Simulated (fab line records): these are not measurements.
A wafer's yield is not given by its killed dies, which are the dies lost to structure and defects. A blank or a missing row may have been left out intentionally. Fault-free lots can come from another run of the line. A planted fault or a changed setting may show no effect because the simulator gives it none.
Comparing a struck lot with a sound one | flow gf180mcu | 15 out of 602 route steps
Sound: these wafers, L347.2, L347.3, L347.4. Wafers L364.1, L364.2, L364.5 were the ones struck. The cause is given at the end.
Per side, at each step with rows, come the tool, then ch with its chambers, and then its first start. Under that, the readings that differ: sound wafers | struck wafers | difference of the means | sigmas: that difference in standard deviations of wafers without a fault.
alike: readings with means less than 2 such deviations apart, plus words and numbers identical on both sides. not compared: withheld readings, readings lacking a value on some wafer, bounds such as >300 that could conceal the same value, and numbers that have no deviation in the record and whose values overlap.
Wherever a step has rows on one side only, a row that says differs or no value, or a row with sigmas, the two part there. Non-overlapping numbers with no deviation appear without sigmas and do not part them. Lack of a reading on every wafer of one side parts them only where that side has two or more wafers.

GF_PASSIVATION_CVD_00: deposits SiO2 from TEOS, target thk 1000 nm, time 111.95 s.
  sound on pecvd-02 ch 0,2, day 30 09:08; struck on pecvd-02 ch 1,2, day 34 10:16
  alike: heater_power_w, susceptor_temp_C
GF_PASSIVATION_THK_MEAS_01:
  sound: film_metro-02 at day 30 09:14; struck: film_metro-03 at day 34 10:21
  alike: PASSIVATION_CVD_00_THK
GF_PASSIVATION_CVD_02: deposits Si3N4, target thk 700 nm, time 486.18 s.
  sound on pecvd-03 ch 0,1, day 30 09:17; struck on pecvd-04 ch 0,1,2, day 34 10:25
  alike: heater_power_w, susceptor_temp_C
GF_PASSIVATION_THK_MEAS_03:
  sound: film_metro-02 at day 30 09:35; struck: film_metro-02 at day 34 10:41
  alike: PASSIVATION_CVD_02_THK
then, 7 steps without rows for these wafers: GF_PASSIVATION_DEHYDRATE_04 (time 60 s); GF_PASSIVATION_HMDS_05 (prime time 60 s); GF_PASSIVATION_COAT_06 (resist thk 4000 nm); GF_PASSIVATION_SOFTBAKE_07; GF_PASSIVATION_EXPOSE_08 (exposes mask Pad, target cd 40000 nm); GF_PASSIVATION_PEB_09; GF_PASSIVATION_DEVELOP_10 (develop time 60 s).
GF_PASSIVATION_ETCH_11: etches the open film in CF4/O2, stops on TiN, target depth 2040 nm, time 453.3 s.
  sound on rie_diel-03 ch 1,2,3, day 31 03:15; struck on rie_diel-01 ch 1,3, day 35 01:08
  reading                | sound             | struck            | difference | sigmas
  throttle_valve_pct (%) | 5.969 5.961 5.980 | 5.959 5.948 5.947 | -0.019     | -2
  alike: cf4_flow_sccm, drypump_motor_current_A, oes_product_au
  not compared: rf_hours_counter_h
GF_PASSIVATION_STRIP_12: strips in O2/N2.
  sound on plasma_asher-04 ch 0,1, day 31 03:31; struck on plasma_asher-04 ch 0,1, day 35 01:25
  reading                      | sound             | struck            | difference | sigmas
  oes_product_au (a.u.)        | 0.714 0.712 0.705 | 0.639 0.635 0.631 | -0.075     | -16
  strip_time_to_endpoint_s (s) | 32.7 33.9 33.6    | 40.0 39.3 40.0    | +6.4       | +14
  alike: drypump_motor_current_A, heater_power_w, n2_flow_sccm
  not compared: rf_hours_counter_h
then, 1 step without rows for these wafers: GF_PASSIVATION_ANNEAL_13 (time 1800 s).
GF_PASSIVATION_PROBE_99:
  rows exist in the record for the sound wafers here (prober-01, day 31 05:17), none for the struck ones

== WHERE THEY PART ==
Last at GF_PASSIVATION_PROBE_99 as far as this record goes, first at GF_PASSIVATION_ETCH_11.

WHY: what had been put in by the simulator
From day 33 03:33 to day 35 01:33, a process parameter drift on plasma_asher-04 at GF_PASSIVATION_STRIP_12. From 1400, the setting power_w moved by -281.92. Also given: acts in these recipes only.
